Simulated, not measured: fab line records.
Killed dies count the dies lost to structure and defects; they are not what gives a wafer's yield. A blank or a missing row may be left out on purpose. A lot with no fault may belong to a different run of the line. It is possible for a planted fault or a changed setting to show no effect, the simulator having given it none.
A struck lot beside a sound one | flow sky130 | 15 steps out of a route of 708
Sound: these wafers, L698.3, L698.4, L698.5. Wafers L688.1, L688.3, L688.5 were the ones struck. At the end, the cause is stated.
Each step with rows lists, per side, the tool, then ch with its chambers, then its first start. Under that, the readings that differ: sound wafers | struck wafers | difference of the means | sigmas: that difference in standard deviations of wafers without a fault.
alike: readings whose means differ by less than 2 such deviations, and words and numbers that are the same on both sides. not compared: withheld readings, readings that some wafer has no value for, bounds like >300 that may hide the same value, and numbers for which the record gives no deviation and whose values overlap.
Wherever a step has rows on one side only, a row that says differs or no value, or a row with sigmas, the two part there. When numbers do not overlap yet have no deviation, they are printed without sigmas and do not part them. A reading that every wafer of one side lacks parts them only if that side has two wafers or more.

SKY_CAP2M_SPUTTER_02: material TiN, target thk 200 nm, time 166.7 s.
  sound on pvd sputter-01 at day 44 22:55; struck on pvd sputter-03 at day 42 08:15
  alike: chamber pressure pa, throttle valve pct
SKY_CAP2M_RS_MEAS_03: a four-point-probe measurement.
  sound on film metro-01 at day 44 23:04; struck on film metro-02 at day 42 08:22
  alike: CAP2M_TIN_RS
SKY_CAP2M_THK_MEAS_04: measures by xrf.
  sound on film metro-01 at day 44 23:10; struck on film metro-02 at day 42 08:29
  alike: CAP2M_TIN_THK
then, 7 steps without rows for these wafers: SKY_CAP2M_DEHYDRATE_05 (time 60 s); SKY_CAP2M_HMDS_06 (prime time 60 s); SKY_CAP2M_COAT_07 (resist thk 1140 nm); SKY_CAP2M_SOFTBAKE_08 (time 60 s); SKY_CAP2M_EXPOSE_09 (exposes mask CAP2M, target cd 1000 nm); SKY_CAP2M_PEB_10; SKY_CAP2M_DEVELOP_11 (develop time 60 s).
SKY_CAP2M_OVL_MEAS_12:
  sound on overlay-02 at day 45 21:13; struck on overlay-02 at day 43 07:48
  alike: CAP2M_OVL
SKY_CAP2M_METAL_ETCH_13: etches TiN in Cl2/BCl3, stops on SiO2, target depth 220 nm, time 62.9 s.
  sound on rie metal-01 ch 0,1, day 45 21:16; struck on rie metal-01 ch 0,1, day 43 07:50
  alike: bcl3 flow sccm, drypump motor current A, oes product au, throttle valve pct
  not compared: rf hours counter h
SKY_CAP2M_STRIP_14: strips in O2/N2.
  sound on plasma asher-04 ch 0,1, day 45 21:21; struck on plasma asher-02 ch 1, day 43 07:55
  reading                      | sound             | struck            | difference | sigmas
  o2 flow sccm (sccm)          | 3021 3006 3013    | 2390 2394 2394    | -621       | -67
  oes product au (a.u.)        | 0.713 0.709 0.714 | 0.695 0.698 0.700 | -0.014     | -3
  strip time to endpoint s (s) | 12.67 12.68 12.66 | 12.81 12.84 12.83 | +0.16      | +4
  alike: drypump motor current A
  not compared: rf hours counter h
then, 1 step without rows for these wafers: SKY_CAP2M_STRIP_15 (strips in post etch residue remover, time 1200 s).
SKY_PAD_OPEN_PROBE_99:
  the record holds rows for the sound wafers here (prober-02, day 50 03:56) but none for the struck ones

WHERE THEY PART
At SKY_CAP2M_STRIP_14 first; at SKY_PAD_OPEN_PROBE_99 last (within this record only).

WHY: what had been put in by the simulator
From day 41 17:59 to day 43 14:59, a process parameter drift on plasma asher-02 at SKY_CAP2M_STRIP_14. A move of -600 in setting o2 flow sccm, from 3000. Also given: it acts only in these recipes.
